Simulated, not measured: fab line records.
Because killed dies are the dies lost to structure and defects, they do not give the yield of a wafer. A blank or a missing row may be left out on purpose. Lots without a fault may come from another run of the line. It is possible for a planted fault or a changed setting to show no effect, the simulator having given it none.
The tool behind it: which one? | flow sky130 | route of 708 steps, sampled at 1 step: 14 lots, 42 wafers

== WHAT THE GAUGES READ, wafer by wafer ==
SKY_CONTACT_OVL_MEAS_15. Usual: CONTACT_OVL typically reads 3 nm, with standard deviation 5.3.
lot  | measured     | on         | CONTACT_OVL (nm) | flag
L701 | day 32 06:54 | overlay-01 | 1 4 -1           |
L702 | day 32 16:48 | overlay-02 | 2 1 5            |
L703 | day 32 18:12 | overlay-01 | 1 15 4           |
L705 | day 33 10:21 | overlay-01 | -1 -1 -7         |
L706 | day 33 17:19 | overlay-02 | 6 9 10           |
L707 | day 33 23:21 | overlay-01 | 6 1 6            |
L708 | day 34 09:35 | overlay-02 | 12 14 9          |
L709 | day 34 18:50 | overlay-02 | -9 -2 -1         |
L710 | day 35 02:17 | overlay-01 | 5 10 4           |
L712 | day 35 22:06 | overlay-02 | -4 3 5           |
L719 | day 38 04:43 | overlay-01 | 2 -1 8           |
L720 | day 38 05:39 | overlay-02 | -2 10 1          |
L721 | day 38 05:59 | overlay-01 | 3 5 3            |
L722 | day 38 14:03 | overlay-02 | 2 3 2            |

== TOOL THAT RAN EACH LOT (tool first, then ch and the chambers of the sampled wafers, then the start) ==
Before these readings, the record contains no process step.

== AS READ BY THE TOOLS THEMSELVES (means over the sampled wafers that have a number; for cases with no such wafer, the mark the record gives instead) ==
The record holds no such reading with a usual standard deviation.

== THE ANSWER, worked out from the rows above alone ==
Rule: a lot counts as off when the mean over its wafers that have a number is more than 3 standard deviations away from the usual mean. A lot without any number at a reading at which 4 lots or more have one is off too. Where the step has rows for the other lots, those lots are counted as sound. The gauges are gone through in route order, then the tools' own readings, and for those a lot's mean is taken as printed above. The first step at which some lot is off is used, and at that step the reading that is off furthest; a lot without a number counts as furthest.
No lot is off on any of the readings shown, so nothing can be concluded from this.

== WHAT THE SIMULATOR PUT IN ==
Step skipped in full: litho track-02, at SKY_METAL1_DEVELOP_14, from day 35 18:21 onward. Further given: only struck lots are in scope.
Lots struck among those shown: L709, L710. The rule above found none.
